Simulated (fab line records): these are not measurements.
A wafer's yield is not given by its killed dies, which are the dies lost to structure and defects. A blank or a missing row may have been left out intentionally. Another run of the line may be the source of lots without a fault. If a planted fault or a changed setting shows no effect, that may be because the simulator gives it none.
One fault seen from 2 desks	flow gf180mcu	numbers are kept per desk, each desk with only its own; the story behind them comes last

DESK OF THE TOOL OWNER: pecvd-01
The tool's own readings at GF_MIM_CVD_05 (deposits Si3N4, target thk 42 nm, time 29.086 s): means of the sampled wafers that have a number, for each lot that ran on this tool. Any lot whose mean is over 4 standard deviations away from the usual mean is out of limits and marked OUT; that distance is given in the brackets.
Columns: A = heater-power-w at GF_MIM_CVD_05, usual 653 W
lot	first seen here	A
L571	day 27 04:02	642
L576	day 28 15:12	573
L578	day 28 20:16	626
L586	day 31 04:01	666
L587	day 31 06:36	624
Finding of this desk: none of the 5 lots has anything out of limits.

METROLOGY DESK
What the gauges read for every lot (on any tool): the sampled wafers with a number, averaged. Any lot whose mean is over 4 standard deviations away from the usual mean is out of limits and marked OUT; that distance is given in the brackets.
Columns: A = M4_OVL at GF_M4_OVL_MEAS_15, usual 0 nm; B = MIM_CVD_05_THK at GF_MIM_THK_MEAS_06, usual 42.2 nm
lot	first seen here	A	B
L566	day 24 04:43	3	42.1
L568	day 24 20:58	15	42.0
L569	day 25 11:11	1	42.7
L570	day 25 21:44	2	42.2
L572	day 26 03:34	-1	42.7
L571	day 26 04:15	-4	41.7
L575	day 27 09:51	3	42.7
L576	day 27 17:12	2	42.2
L578	day 27 22:06	-3	41.9
L586	day 30 06:04	1	44.2
L587	day 30 09:15	-1	43.4
L588	day 30 14:18	5	42.4
Finding of this desk: none of the 12 lots has anything out of limits.

BROUGHT TOGETHER
The desk of the tool owner found nothing out of limits.
From the metrology desk's view, nothing was out of limits.

WHAT THE SIMULATOR HAD INSERTED
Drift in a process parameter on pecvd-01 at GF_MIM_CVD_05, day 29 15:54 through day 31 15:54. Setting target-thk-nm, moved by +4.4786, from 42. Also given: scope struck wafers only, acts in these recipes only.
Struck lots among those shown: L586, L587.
